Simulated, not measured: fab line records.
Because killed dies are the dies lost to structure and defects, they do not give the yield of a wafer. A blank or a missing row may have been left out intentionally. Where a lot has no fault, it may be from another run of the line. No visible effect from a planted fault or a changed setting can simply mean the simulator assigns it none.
What tool caused it? :: flow sky130 :: 11 lots, 33 wafers sampled, at 4 steps of a route of 708

== WHAT THE GAUGES SHOWED, per wafer ==
SKY_VT_ADJUST_HVTP_OVL_MEAS_08.
lot: L396
measured: day 5 23:46
on: overlay-02
VT_ADJUST_HVTP_OVL (nm): 1.3 1.0 1.8

lot: L397
measured: day 6 05:46
on: overlay-02
VT_ADJUST_HVTP_OVL (nm): -0.4 -0.2 -1.4

lot: L399
measured: day 7 09:40
on: overlay-01
VT_ADJUST_HVTP_OVL (nm): 0.2 -1.0 -0.9

lot: L400
measured: day 7 21:48
on: overlay-02
VT_ADJUST_HVTP_OVL (nm): -1.9 -1.9 -4.2

lot: L402
measured: day 8 06:33
on: overlay-01
VT_ADJUST_HVTP_OVL (nm): 0.3 -0.7 -0.9

lot: L401
measured: day 8 07:12
on: overlay-01
VT_ADJUST_HVTP_OVL (nm): 0.9 0.8 -0.4

lot: L403
measured: day 8 13:36
on: overlay-01
VT_ADJUST_HVTP_OVL (nm): -1.1 -0.2 -1.0

lot: L404
measured: day 8 13:54
on: overlay-02
VT_ADJUST_HVTP_OVL (nm): -2.4 -3.9 -2.0

lot: L406
measured: day 8 20:28
on: overlay-02
VT_ADJUST_HVTP_OVL (nm): -0.3 -1.2 -1.7

lot: L408
measured: day 9 15:53
on: overlay-01
VT_ADJUST_HVTP_OVL (nm): 0.3 0.0 0.7

lot: L412
measured: day 10 11:17
on: overlay-01
VT_ADJUST_HVTP_OVL (nm): -2.5 -2.0 -3.3

SKY_SONOS_ONO_THK_MEAS_03.
lot: L396
measured: day 11 14:42
on: film_metro-01
SONOS_ONO_CVD_02_THK (nm): 10.23 10.36 10.27

lot: L397
measured: day 11 22:10
on: film_metro-01
SONOS_ONO_CVD_02_THK (nm): 10.15 10.08 10.07

lot: L399
measured: day 13 08:32
on: film_metro-01
SONOS_ONO_CVD_02_THK (nm): 10.22 10.44 10.36

lot: L400
measured: day 14 00:43
on: film_metro-01
SONOS_ONO_CVD_02_THK (nm): 10.67 10.61 10.59

lot: L402
measured: day 14 12:32
on: film_metro-04
SONOS_ONO_CVD_02_THK (nm): 10.46 10.55 10.50

lot: L401
measured: day 14 13:35
on: film_metro-04
SONOS_ONO_CVD_02_THK (nm): 10.32 10.32 10.38

lot: L403
measured: day 15 00:18
on: film_metro-01
SONOS_ONO_CVD_02_THK (nm): 10.54 10.49 10.35

lot: L404
measured: day 15 00:17
on: film_metro-02
SONOS_ONO_CVD_02_THK (nm): 10.57 10.47 10.42

lot: L406
measured: day 15 08:05
on: film_metro-01
SONOS_ONO_CVD_02_THK (nm): 10.35 10.45 10.45

lot: L408
measured: day 16 07:59
on: film_metro-01
SONOS_ONO_CVD_02_THK (nm): 4.23 4.41 4.21 4.22 4.44 4.25

lot: L412
measured: day 17 08:08
on: film_metro-02
SONOS_ONO_CVD_02_THK (nm): 10.70 10.69 10.70

== TOOL THAT RAN EACH LOT (tool first, then ch and the chambers of the sampled wafers, then the start) ==
lot: L396
SKY_VT_ADJUST_NCORE_STRIP_10: plasma_asher-03 ch 0,1, day 8 12:49
SKY_SONOS_ONO_CVD_02: lpcvd-02 ch 0, day 11 13:38

lot: L397
SKY_VT_ADJUST_NCORE_STRIP_10: plasma_asher-01 ch 0,1, day 8 17:50
SKY_SONOS_ONO_CVD_02: lpcvd-02 ch 0, day 11 21:07

lot: L399
SKY_VT_ADJUST_NCORE_STRIP_10: plasma_asher-04 ch 0,1, day 10 01:20
SKY_SONOS_ONO_CVD_02: lpcvd-02 ch 1, day 13 07:29

lot: L400
SKY_VT_ADJUST_NCORE_STRIP_10: plasma_asher-03 ch 0,1, day 10 16:38
SKY_SONOS_ONO_CVD_02: lpcvd-02 ch 1, day 13 23:40

lot: L402
SKY_VT_ADJUST_NCORE_STRIP_10: plasma_asher-03 ch 0,1, day 11 02:05
SKY_SONOS_ONO_CVD_02: lpcvd-02 ch 0, day 14 11:29

lot: L401
SKY_VT_ADJUST_NCORE_STRIP_10: plasma_asher-04 ch 0,1, day 11 04:05
SKY_SONOS_ONO_CVD_02: lpcvd-02 ch 0, day 14 12:32

lot: L403
SKY_VT_ADJUST_NCORE_STRIP_10: plasma_asher-04 ch 0,1, day 11 11:28
SKY_SONOS_ONO_CVD_02: lpcvd-02 ch 1, day 14 23:14

lot: L404
SKY_VT_ADJUST_NCORE_STRIP_10: plasma_asher-04 ch 0,1, day 11 11:53
SKY_SONOS_ONO_CVD_02: lpcvd-02 ch 0, day 14 23:14

lot: L406
SKY_VT_ADJUST_NCORE_STRIP_10: plasma_asher-03 ch 0,1, day 11 18:11
SKY_SONOS_ONO_CVD_02: lpcvd-02 ch 1, day 15 07:02

lot: L408
SKY_VT_ADJUST_NCORE_STRIP_10: plasma_asher-04 ch 0,1, day 12 16:35
SKY_SONOS_ONO_CVD_02: lpcvd-02 ch 1, day 16 06:56

lot: L412
SKY_VT_ADJUST_NCORE_STRIP_10: plasma_asher-03 ch 0,1, day 13 15:29
SKY_SONOS_ONO_CVD_02: lpcvd-02 ch 0, day 17 07:05
- SKY_VT_ADJUST_NCORE_STRIP_10: strips in O2/N2.
- SKY_SONOS_ONO_CVD_02: deposits Si3N4 from DCS/NH3, target thk 10.5 nm, time 180 s.

== AS READ BY THE TOOLS THEMSELVES (means over the sampled wafers that have a number; for cases with no such wafer, the mark the record gives instead) ==
SKY_VT_ADJUST_NCORE_STRIP_10.
lot: L396
tool: plasma_asher-03
chamber_pressure_mTorr (mTorr): 1501.2
drypump_motor_current_A (A): 5.68
oes_product_au (a.u.): 0.715
strip_time_to_endpoint_s (s): 14.19

lot: L397
tool: plasma_asher-01
chamber_pressure_mTorr (mTorr): 1500.9
drypump_motor_current_A (A): 6.14
oes_product_au (a.u.): 0.714
strip_time_to_endpoint_s (s): 14.17

lot: L399
tool: plasma_asher-04
chamber_pressure_mTorr (mTorr): 1500.1
drypump_motor_current_A (A): 5.43
oes_product_au (a.u.): 0.713
strip_time_to_endpoint_s (s): 14.18

lot: L400
tool: plasma_asher-03
chamber_pressure_mTorr (mTorr): 1499.6
drypump_motor_current_A (A): 5.57
oes_product_au (a.u.): 0.718
strip_time_to_endpoint_s (s): 14.20

lot: L402
tool: plasma_asher-03
chamber_pressure_mTorr (mTorr): 1500.7
drypump_motor_current_A (A): 5.69
oes_product_au (a.u.): 0.720
strip_time_to_endpoint_s (s): 14.18

lot: L401
tool: plasma_asher-04
chamber_pressure_mTorr (mTorr): 1499.7
drypump_motor_current_A (A): 5.59
oes_product_au (a.u.): 0.714
strip_time_to_endpoint_s (s): 14.18

lot: L403
tool: plasma_asher-04
chamber_pressure_mTorr (mTorr): 1499.5
drypump_motor_current_A (A): 5.58
oes_product_au (a.u.): 0.716
strip_time_to_endpoint_s (s): 14.13

lot: L404
tool: plasma_asher-04
chamber_pressure_mTorr (mTorr): 1499.1
drypump_motor_current_A (A): 5.58
oes_product_au (a.u.): 0.718
strip_time_to_endpoint_s (s): 14.18

lot: L406
tool: plasma_asher-03
chamber_pressure_mTorr (mTorr): 1500.0
drypump_motor_current_A (A): 5.66
oes_product_au (a.u.): 0.721
strip_time_to_endpoint_s (s): 14.17

lot: L408
tool: plasma_asher-04
chamber_pressure_mTorr (mTorr): 1499.8
drypump_motor_current_A (A): 5.56
oes_product_au (a.u.): 0.717
strip_time_to_endpoint_s (s): 14.12

lot: L412
tool: plasma_asher-03
chamber_pressure_mTorr (mTorr): 1499.6
drypump_motor_current_A (A): 5.67
oes_product_au (a.u.): 0.716
strip_time_to_endpoint_s (s): 14.16

SKY_SONOS_ONO_CVD_02.
lot: L396
tool: lpcvd-02
pressure_mtorr (mTorr): 249.9
spike_tc_bottom_C (C): 794

lot: L397
tool: lpcvd-02
pressure_mtorr (mTorr): 250.3
spike_tc_bottom_C (C): 795

lot: L399
tool: lpcvd-02
pressure_mtorr (mTorr): 250.6
spike_tc_bottom_C (C): 787

lot: L400
tool: lpcvd-02
pressure_mtorr (mTorr): 249.3
spike_tc_bottom_C (C): 788

lot: L402
tool: lpcvd-02
pressure_mtorr (mTorr): 249.9
spike_tc_bottom_C (C): 794

lot: L401
tool: lpcvd-02
pressure_mtorr (mTorr): 250.0
spike_tc_bottom_C (C): 795

lot: L403
tool: lpcvd-02
pressure_mtorr (mTorr): 250.1
spike_tc_bottom_C (C): 786

lot: L404
tool: lpcvd-02
pressure_mtorr (mTorr): 249.9
spike_tc_bottom_C (C): 795

lot: L406
tool: lpcvd-02
pressure_mtorr (mTorr): 250.5
spike_tc_bottom_C (C): 786

lot: L408
tool: lpcvd-02
pressure_mtorr (mTorr): 250.0
spike_tc_bottom_C (C): 787

lot: L412
tool: lpcvd-02
pressure_mtorr (mTorr): 250.5
spike_tc_bottom_C (C): 794

== THE ANSWER, worked out from the rows above alone ==
Rule: what is usual is taken from the lots themselves. Put in order of their means at a reading, lots are off if they are a third of the lots or fewer, leave a main group of 4 or more, and stand apart from it by a gap of 3 or more times the standard deviation of the main group's means; of several such gaps the widest counts. A main group whose means are all the same, to the digits that the tables above print for the reading, isn't used. A lot without any number at a reading at which 4 lots or more have one is off too. Where the step has rows for the other lots, those lots are counted as sound. The gauges are gone through in route order, then the tools' own readings, and for those a lot's mean is taken as printed above. At the first step where some lot is off, the reading lying furthest off is the one used; lots without a number count as furthest.
Off: L408, seen at SKY_SONOS_ONO_THK_MEAS_03 (SONOS_ONO_CVD_02_THK). The main group has a mean of 10.43 nm with a standard deviation of 0.16.
A tool fits if, at a process step before that reading, it ran every lot that is off, and no sound lot after the first of them. Gauges at SKY_SONOS_ONO_THK_MEAS_03: tried the same way as those tools. This does not decide it: 2 tools fit, namely plasma_asher-04 at SKY_VT_ADJUST_NCORE_STRIP_10 and film_metro-01 at SKY_SONOS_ONO_THK_MEAS_03.

== WHAT THE SIMULATOR HAD PUT IN ==
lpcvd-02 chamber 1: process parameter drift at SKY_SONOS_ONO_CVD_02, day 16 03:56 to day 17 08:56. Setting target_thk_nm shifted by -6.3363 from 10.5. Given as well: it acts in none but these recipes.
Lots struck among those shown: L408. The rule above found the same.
